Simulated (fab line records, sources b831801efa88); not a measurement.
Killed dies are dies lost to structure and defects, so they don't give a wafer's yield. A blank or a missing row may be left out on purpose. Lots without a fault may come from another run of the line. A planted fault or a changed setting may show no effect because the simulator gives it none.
fab line records | flow sky130
record lots=7 wafers=21 last_day=49
route steps=708 shown VT_ADJUST_NCORE@122 VT_ADJUST_HVTR@131 PAD_OPEN@708
lots that met no fault: from a run of the same line without faults
start_h: hours from the record's first day to the start of the lot's first wafer shown | wait_h: hours since the lot's step before | " the same as in the row above | L1.1+2: a row that stands for several wafers | - no value, or no start given | * or withheld: withheld | < > ~ a bound
route shown NAME@n: a module of which the file shows steps, and the number in the route of the first | usual: mean/standard deviation of fault-free wafers | same: alike in all rows | chamber/n: place in a boat | sites: the reading at each site | _std_site: their standard deviation | _edge_site: outer sites' mean less inner sites' | radius_mm: how far each site lies from the wafer's centre | mask NAME#n: copy n | behind: the tool/chamber that last shaped the wafer | hold: why the lot was held/for how many hours/how that ended | device: the transistor (n, p or np) that didn't switch | end of line: the same wafers' tests at the end of the route | a step without rows: its recipe alone | killed: dies lost to structure and defects at the first sort, not the wafer's yield | map: a wafer's dies, x killed, . not, _ none there
set.NAME: the setting as run; set.NAME@STEP: as run at that earlier step | model.NAME: the simulator's own value behind a step, which no gauge read
lots at some steps of the route; a table a step, a row a wafer
services: from which hour (start_h, from the record's first day; less than 0 if before it) a tool's chamber was out of use, for how many hours, and why
## steps
# step SKY_VT_ADJUST_NCORE_SOFTBAKE_03
# recipe temp_c=90 time_s=60 resist=NOVOLAK
# step SKY_VT_ADJUST_NCORE_EXPOSE_04
# recipe mask_id=LVTN_COMPLEMENT_THIN na=0.6 source_shape=conventional sigma_outer=0.6 polarization=unpolarized target_cd_nm=380 dose_mj=139
# step SKY_VT_ADJUST_NCORE_PEB_05
# recipe temp_c=withheld time_s=* resist=NOVOLAK
# step SKY_VT_ADJUST_NCORE_DEVELOP_06
# recipe resist=NOVOLAK developer=TMAH develop_time_s=60 dev_temp_c=23
# step SKY_VT_ADJUST_NCORE_CD_MEAS_07
# recipe target_cd_nm=380
# usual cd_nm=381.1/2.2
# columns lot.wafer tool chamber start_h wait_h cd_nm
L830.2 cd_sem-01 - 180.25 0.1 381.6
L830.5 " - " " 380.8
L830.6 " - " " 379.0
L831.1 cd_sem-02 - 181.48 0.1 382.0
L831.2 " - " " 381.3
L831.3 " - " " 382.1
L839.3 cd_sem-01 - 246.92 0.1 380.8
L839.5 " - " " 382.1
L839.6 " - " " 380.4
L841.2 cd_sem-01 - 256.41 0.1 380.8
L841.3 " - " " 380.7
L841.5 " - " " 381.9
L842.1 cd_sem-02 - 266.69 0.1 384.1
L842.2 " - " " 383.7
L842.5 " - " " 381.6
L849.1 cd_sem-02 - 316.04 0.1 381.9
L849.3 " - " " 382.4
L849.5 " - " " 377.4
L851.1 cd_sem-01 - 332.84 0.1 378.8
L851.3 " - " " 379.5
L851.4 " - " " 378.4
# step SKY_VT_ADJUST_NCORE_OVL_MEAS_08
# usual VT_ADJUST_NCORE_OVL=0.2/1.4
# columns lot.wafer tool chamber start_h wait_h VT_ADJUST_NCORE_OVL[nm]
L830.2 overlay-01 - 180.35 0.1 0.4
L830.5 " - " " 1.1
L830.6 " - " " 1.0
L831.1 overlay-01 - 181.60 0.1 -1.7
L831.2 " - " " -2.3
L831.3 " - " " -1.5
L839.3 overlay-01 - 247.01 0.1 0.6
L839.5 " - " " 2.2
L839.6 " - " " -0.2
L841.2 overlay-01 - 256.52 0.1 2.5
L841.3 " - " " 0.9
L841.5 " - " " 1.8
L842.1 overlay-02 - 266.81 0.1 -0.4
L842.2 " - " " -1.1
L842.5 " - " " -0.6
L849.1 overlay-02 - 316.16 0.1 1.1
L849.3 " - " " 1.8
L849.5 " - " " 2.3
L851.1 overlay-01 - 332.96 0.1 -1.9
L851.3 " - " " -1.4
L851.4 " - " " -1.6
# step SKY_VT_ADJUST_NCORE_IMPLANT_09
# recipe species=B energy_kev=10 dose_cm2=2.4e+12 tilt_deg=withheld
# step SKY_VT_ADJUST_NCORE_STRIP_10
# recipe chemistry=O2/N2 power_w=1400 pressure_mtorr=1500 platen_temp_c=withheld o2_flow_sccm=3000 n2_flow_sccm=300 overash_fraction=0.5
# usual drypump_motor_current_A=5.8/0.3 oes_product_au=0.716/0.004 strip_time_to_endpoint_s=14.18/0.042
# same overash_fraction=0.5
# columns lot.wafer tool chamber start_h wait_h drypump_motor_current_A oes_product_au rf_hours_counter_h strip_time_to_endpoint_s
L830.2 plasma_asher-01 1 180.53 0.1 6.0 0.721 49 14.23
L830.5 " 0 " " 6.5 0.714 - 14.19
L830.6 " 1 " " 6.0 0.713 - 14.21
L831.1 plasma_asher-01 1 181.78 0.1 6.0 0.716 49 14.11
L831.2 " 0 " " 6.5 0.717 49 14.06
L831.3 " 0 " " 6.5 0.713 - 14.05
L839.3 plasma_asher-03 1 247.22 0.1 5.7 0.713 - 14.17
L839.5 " 0 " " 5.7 0.712 - 14.17
L839.6 " 1 " " 5.7 0.719 - 14.15
L841.2 plasma_asher-04 1 256.70 0.1 5.5 0.717 13 14.19
L841.3 " 0 " " 5.8 0.715 - 14.13
L841.5 " 0 " " 5.8 0.711 - 14.16
L842.1 plasma_asher-03 1 267.00 0.1 5.7 0.711 40 14.25
L842.2 " 0 " " 5.6 0.713 40 14.19
L842.5 " 1 " " 5.7 0.719 - 14.23
L849.1 plasma_asher-04 1 316.35 0.1 5.5 0.718 19 14.21
L849.3 " 1 " " 5.5 0.715 - 14.22
L849.5 " 1 " " 5.5 0.716 - 14.15
L851.1 plasma_asher-03 0 333.15 0.1 5.7 0.707 46 14.15
L851.3 " 0 " " 5.7 0.722 - 14.18
L851.4 " 1 " " 5.7 0.711 - 14.11
# step SKY_VT_ADJUST_NCORE_TW_MEAS_11
# usual VT_ADJUST_NCORE_TW=220.0/1.3
# columns lot.wafer tool chamber start_h wait_h VT_ADJUST_NCORE_TW
L830.2 film_metro-02 - 180.64 0.1 218.4
L830.5 " - " " 218.5
L830.6 " - " " 218.5
L831.1 film_metro-03 - 181.88 0.1 220.2
L831.2 " - " " 220.0
L831.3 " - " " 219.4
L839.3 film_metro-03 - 247.30 0.1 221.8
L839.5 " - " " 220.0
L839.6 " - " " 219.7
L841.2 film_metro-02 - 256.81 0.1 218.4
L841.3 " - " " 217.7
L841.5 " - " " 218.6
L842.1 film_metro-03 - 267.10 0.1 219.7
L842.2 " - " " 221.2
L842.5 " - " " 220.9
L849.1 film_metro-01 - 316.45 0.1 221.7
L849.3 " - " " 220.6
L849.5 " - " " 220.9
L851.1 film_metro-01 - 333.25 0.1 220.1
L851.3 " - " " 221.2
L851.4 " - " " 220.4
# step SKY_VT_ADJUST_HVTR_DEHYDRATE_00
# recipe temp_c=200 time_s=58.81
# step SKY_VT_ADJUST_HVTR_HMDS_01
# recipe prime_time_s=60 prime_temp_c=120
# step SKY_VT_ADJUST_HVTR_COAT_02
# recipe resist=NOVOLAK spin_rpm=3000 resist_thk_nm=1140
# step SKY_VT_ADJUST_HVTR_SOFTBAKE_03
# recipe temp_c=90 time_s=60 resist=NOVOLAK
# usual heater_power_total_W=56.60/0.043 plate_temp_C=90.01/0.13
# columns lot.wafer tool chamber start_h wait_h heater_power_total_W plate_temp_C
L830.2 litho_track-01 0 191.50 0.1 56.60 90.03
L830.5 " 0 " " 56.61 89.70
L830.6 " 0 " " 56.60 89.97
L831.1 litho_track-03 0 192.39 0.1 56.50 89.89
L831.2 " 0 " " 56.65 90.07
L831.3 " 0 " " 56.65 90.03
L839.3 litho_track-03 0 258.49 0.1 52.16 84.93
L839.5 " 0 " " 52.17 84.71
L839.6 " 0 " " 52.20 84.96
L841.2 litho_track-03 0 268.97 0.1 52.23 85.04
L841.3 " 0 " " 52.18 85.01
L841.5 " 0 " " 52.15 84.97
L842.1 litho_track-03 0 279.29 0.1 52.19 85.04
L842.2 " 0 " " 52.15 84.94
L842.5 " 0 " " 52.21 85.00
L849.1 litho_track-02 0 330.47 0.1 56.59 89.79
L849.3 " 0 " " 56.63 89.91
L849.5 " 0 " " 56.50 89.80
L851.1 litho_track-01 0 346.67 0.1 56.70 90.21
L851.3 " 0 " " 56.60 90.15
L851.4 " 0 " " 56.56 90.09
# step SKY_VT_ADJUST_HVTR_EXPOSE_04
# recipe mask_id=HVTRM target_cd_nm=380 na=0.6 source_shape=conventional sigma_outer=0.6 dose_mj=150
# step SKY_VT_ADJUST_HVTR_PEB_05
# recipe temp_c=withheld time_s=* resist=NOVOLAK
# step SKY_VT_ADJUST_HVTR_DEVELOP_06
# recipe develop_time_s=57.37 dev_temp_c=23
# usual developer_temp_C=22.99/0.11
# columns lot.wafer tool chamber start_h wait_h developer_temp_C model.NOVOLAK_of_VT_ADJUST_HVTR_COAT_02.thk_nm
L830.2 litho_track-03 0 202.22 0.1 23.01 1143
L830.5 " 0 " " 22.97 1143
L830.6 " 0 " " 23.01 1141
L831.1 litho_track-02 0 202.93 0.1 23.28 1141
L831.2 " 0 " " 23.03 1144
L831.3 " 0 " " 22.95 1141
L839.3 litho_track-01 0 271.27 0.1 23.18 1149
L839.5 " 0 " " 23.30 1149
L839.6 " 0 " " 23.17 1154
L841.2 litho_track-03 0 280.52 0.1 23.02 1158
L841.3 " 0 " " 22.83 1158
L841.5 " 0 " " 22.87 1156
L842.1 litho_track-01 0 291.97 0.1 22.98 1160
L842.2 " 0 " " 22.91 1160
L842.5 " 0 " " 22.89 1159
L849.1 litho_track-03 0 343.19 0.1 22.97 1143
L849.3 " 0 " " 23.01 1145
L849.5 " 0 " " 23.02 1146
L851.1 litho_track-01 0 360.77 0.1 22.96 1138
L851.3 " 0 " " 23.01 1141
L851.4 " 0 " " 23.03 1143
# step SKY_VT_ADJUST_HVTR_CD_MEAS_07
# recipe target_cd_nm=380
# usual cd_nm=381.5/2.3
# columns lot.wafer tool chamber start_h wait_h cd_nm
L830.2 cd_sem-01 - 202.36 0.1 380.2
L830.5 " - " " 377.1
L830.6 " - " " 378.5
L831.1 cd_sem-02 - 203.08 0.1 378.2
L831.2 " - " " 378.7
L831.3 " - " " 380.6
L839.3 cd_sem-02 - 271.41 0.1 380.3
L839.5 " - " " 380.0
L839.6 " - " " 381.7
L841.2 cd_sem-01 - 280.66 0.1 380.2
L841.3 " - " " 379.2
L841.5 " - " " 381.4
L842.1 cd_sem-02 - 292.12 0.1 379.9
L842.2 " - " " 375.7
L842.5 " - " " 375.4
L849.1 cd_sem-01 - 343.34 0.1 383.3
L849.3 " - " " 381.7
L849.5 " - " " 383.8
L851.1 cd_sem-01 - 360.92 0.1 380.7
L851.3 " - " " 383.3
L851.4 " - " " 381.4
# step SKY_VT_ADJUST_HVTR_OVL_MEAS_08
# usual VT_ADJUST_HVTR_OVL=0.4/1.5
# columns lot.wafer tool chamber start_h wait_h VT_ADJUST_HVTR_OVL[nm]
L830.2 overlay-01 - 202.47 0.1 0.3
L830.5 " - " " 2.6
L830.6 " - " " 0.9
L831.1 overlay-01 - 203.20 0.1 -0.1
L831.2 " - " " -1.2
L831.3 " - " " -1.9
L839.3 overlay-01 - 271.50 0.1 -2.2
L839.5 " - " " 0.3
L839.6 " - " " 0.3
L841.2 overlay-01 - 280.77 0.1 0.2
L841.3 " - " " -0.2
L841.5 " - " " -0.4
L842.1 overlay-01 - 292.24 0.1 -1.6
L842.2 " - " " 1.3
L842.5 " - " " -2.4
L849.1 overlay-01 - 343.46 0.1 -1.7
L849.3 " - " " 0.7
L849.5 " - " " -1.5
L851.1 overlay-01 - 361.04 0.1 -1.2
L851.3 " - " " -0.6
L851.4 " - " " -1.4
# step SKY_VT_ADJUST_HVTR_IMPLANT_09
# recipe species=B energy_kev=10 dose_cm2=2.1e+12 tilt_deg=withheld
# step SKY_VT_ADJUST_HVTR_STRIP_10
# recipe chemistry=O2/N2 power_w=1400 pressure_mtorr=1500 platen_temp_c=withheld o2_flow_sccm=3000 n2_flow_sccm=300 overash_fraction=0.5
# usual drypump_motor_current_A=5.68/0.27 oes_product_au=0.716/0.0048 strip_time_to_endpoint_s=14.18/0.035
# same overash_fraction=0.5
# columns lot.wafer tool chamber start_h wait_h drypump_motor_current_A oes_product_au rf_hours_counter_h strip_time_to_endpoint_s
L830.2 plasma_asher-03 0 202.65 0.1 5.66 0.720 34 14.21
L830.5 " 1 " " 5.67 0.710 - 14.21
L830.6 " 0 " " 5.65 0.713 - 14.20
L831.1 plasma_asher-02 0 203.38 0.1 5.23 0.715 55 14.19
L831.2 " 1 " " 6.09 0.714 55 14.23
L831.3 " 0 " " 5.23 0.715 - 14.20
L839.3 plasma_asher-02 1 271.71 0.1 6.12 0.714 - 14.28
L839.5 " 0 " " 5.26 0.718 - 14.29
L839.6 " 1 " " 6.10 0.719 - 14.30
L841.2 plasma_asher-03 1 280.95 0.1 5.70 0.720 41 14.37
L841.3 " 0 " " 5.69 0.720 - 14.35
L841.5 " 0 " " 5.66 0.721 - 14.35
L842.1 plasma_asher-03 1 292.43 0.1 5.64 0.721 42 14.40
L842.2 " 0 " " 5.65 0.716 42 14.38
L842.5 " 1 " " 5.64 0.715 - 14.39
L849.1 plasma_asher-03 1 343.65 0.1 5.67 0.703 47 14.23
L849.3 " 0 " " 5.67 0.715 - 14.23
L849.5 " 1 " " 5.70 0.717 - 14.26
L851.1 plasma_asher-02 0 361.23 0.1 5.25 0.725 70 14.16
L851.3 " 0 " " 5.25 0.713 - 14.18
L851.4 " 1 " " 6.13 0.715 - 14.20
# step SKY_VT_ADJUST_HVTR_TW_MEAS_11
# usual VT_ADJUST_HVTR_TW=213.4/2.4
# columns lot.wafer tool chamber start_h wait_h VT_ADJUST_HVTR_TW
L830.2 film_metro-04 - 202.76 0.1 215.8
L830.5 " - " " 216.9
L830.6 " - " " 214.6
L831.1 film_metro-01 - 203.48 0.1 213.0
L831.2 " - " " 212.2
L831.3 " - " " 211.6
L839.3 film_metro-01 - 271.80 0.1 212.9
L839.5 " - " " 212.5
L839.6 " - " " 211.8
L841.2 film_metro-04 - 281.06 0.1 216.7
L841.3 " - " " 218.2
L841.5 " - " " 216.3
L842.1 film_metro-02 - 292.53 0.1 211.0
L842.2 " - " " 210.0
L842.5 " - " " 210.0
L849.1 film_metro-02 - 343.75 0.1 210.2
L849.3 " - " " 209.6
L849.5 " - " " 210.0
L851.1 film_metro-01 - 361.33 0.1 212.8
L851.3 " - " " 214.0
L851.4 " - " " 211.8
# step SKY_PAD_OPEN_PROBE_99
# usual killed_at_M0_to_M3=44/7.5 killed_at_M4_up=3.1/1.7 killed_at_contacts=24/6.2 killed_at_front_end=15/4.2 killed_at_other=0.4/0.58 killed_dies=85/10 killed_open=47/7.7 killed_short=38/6.4
# same gross_dies=492 killed_at_back_side=0
# columns lot.wafer tool chamber start_h wait_h killed_at_M0_to_M3 killed_at_M4_up killed_at_contacts killed_at_front_end killed_at_other killed_dies killed_open killed_short
L831.1 prober-02 - 1073.46 0.1 42 1 32 17 0 92 59 32
L831.2 prober-02 - 1073.51 0.1 47 0 26 9 1 83 45 38
L831.3 prober-02 - 1073.56 0.2 44 3 21 13 0 81 41 40
L839.3 prober-02 - 1130.00 0.2 48 5 30 13 0 96 53 43
L839.5 prober-02 - 1130.10 0.2 39 5 25 14 0 83 51 31
L839.6 prober-02 - 1130.15 0.2 41 6 26 11 2 86 44 42
L851.1 prober-02 - 1187.33 0.1 38 6 21 16 1 82 42 40
L851.3 prober-02 - 1187.43 0.2 34 4 21 11 1 71 34 37
L851.4 prober-02 - 1187.48 0.2 39 1 19 16 0 75 34 41
# killed by level:class
L831.1 VIA1:geometric_particle:open=17 CONTACT:geometric_particle:open=12 CONTACT:geometric_particle:short=10 VIA3:geometric_particle:open=7 POLY_GATE:geometric_particle:open=5 LI_CONTACT:geometric_particle:open=5 POLY_GATE:geometric_particle:short=4 LOCAL_INTERCONNECT:geometric_particle:short=4
L831.2 VIA1:geometric_particle:open=10 CONTACT:geometric_particle:short=8 METAL2:geometric_particle:short=7 METAL1:geometric_particle:short=7 CONTACT:geometric_particle:open=6 VIA2:geometric_particle:open=6 VIA3:geometric_particle:open=6 LOCAL_INTERCONNECT:geometric_particle:open=5
L831.3 METAL2:geometric_particle:short=8 VIA1:geometric_particle:open=7 VIA2:geometric_particle:open=7 CONTACT:geometric_particle:short=6 VIA3:geometric_particle:open=6 LI_CONTACT:geometric_particle:open=5 METAL1:geometric_particle:short=5 LOCAL_INTERCONNECT:geometric_particle:short=5
L839.3 VIA1:geometric_particle:open=15 CONTACT:geometric_particle:open=14 LOCAL_INTERCONNECT:geometric_particle:short=8 METAL1:geometric_particle:short=8 VIA3:geometric_particle:open=8 VIA1:geometric_particle:short=6 METAL4:geometric_particle:short=5 POLY_GATE:geometric_particle:open=4
L839.5 VIA1:geometric_particle:open=10 LI_CONTACT:geometric_particle:open=8 CONTACT:geometric_particle:open=7 CONTACT:geometric_particle:short=5 VIA3:geometric_particle:short=5 VIA2:geometric_particle:open=5 VIA3:geometric_particle:open=5 VIA1:geometric_particle:short=4
L839.6 VIA1:geometric_particle:open=11 CONTACT:geometric_particle:open=9 LOCAL_INTERCONNECT:geometric_particle:short=6 CONTACT:geometric_particle:short=6 METAL2:geometric_particle:short=6 VIA2:geometric_particle:short=5 VIA3:geometric_particle:open=4 POLY_GATE:geometric_particle:open=3
L851.1 VIA1:geometric_particle:open=11 CONTACT:geometric_particle:open=8 FIELD_ISO:geometric_particle:open=6 METAL1:geometric_particle:short=5 VIA1:geometric_particle:short=5 METAL3:geometric_particle:short=5 FIELD_ISO:geometric_particle:short=4 LI_CONTACT:geometric_particle:open=4
L851.3 VIA1:geometric_particle:open=9 VIA3:geometric_particle:open=8 LI_CONTACT:geometric_particle:open=7 CONTACT:geometric_particle:short=6 METAL2:geometric_particle:short=5 METAL3:geometric_particle:short=4 FIELD_ISO:geometric_particle:short=3 VIA1:geometric_particle:short=3
L851.4 CONTACT:geometric_particle:open=10 METAL2:geometric_particle:short=7 VIA1:geometric_particle:open=7 VIA1:geometric_particle:short=7 POLY_GATE:geometric_particle:short=6 METAL1:geometric_particle:short=6 LI_CONTACT:geometric_particle:open=5 VIA3:geometric_particle:open=5
## services
# columns tool chamber start_h hours kind
plasma_asher-04 - 231.93 3.5 repair
plasma_asher-02 - 247.41 0.4 repair
plasma_asher-04 - 255.71 0.9 repair
plasma_asher-01 - 265.80 0.9 repair
plasma_asher-04 - 271.15 2.1 repair
litho_track-02 - 275.80 - consumable_replace:filter
## key
first_sign step=SKY_VT_ADJUST_HVTR_SOFTBAKE_03 reading=heater_power_total_W direction=down sigmas=99+ usual=* struck=*
effect step=SKY_VT_ADJUST_HVTR_SOFTBAKE_03 reading=plate_temp_C direction=down sigmas=39 usual=* struck=*
effect step=SKY_VT_ADJUST_HVTR_STRIP_10 reading=strip_time_to_endpoint_s direction=up sigmas=4.8 usual=* struck=*
model_effect step=SKY_VT_ADJUST_HVTR_DEVELOP_06 value=NOVOLAK_of_VT_ADJUST_HVTR_COAT_02.thk_nm without=1140 struck=1156
met_at SKY_VT_ADJUST_HVTR_SOFTBAKE_03
struck_wafers L839.3,L839.5,L839.6,L841.2,L841.3,L841.5,L842.1,L842.2,L842.5
tester_left_out L839,L841,L842
onset_between 192.39 258.49
fault kind=process_parameter_drift tool=litho_track-03 chamber=- onset_h=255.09 steps=SKY_VT_ADJUST_HVTR_SOFTBAKE_03 channel=temp_c offset=* shape=step end_h=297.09 acts_in=* stated=*
# tester_left_out: of these lots the tester's yield and bins aren't shown, on N5 and GAA mostly nor the transistor test; their killed dies are dies lost to structure and defects alone, not to doping, threshold or leakage, so they don't give the yield
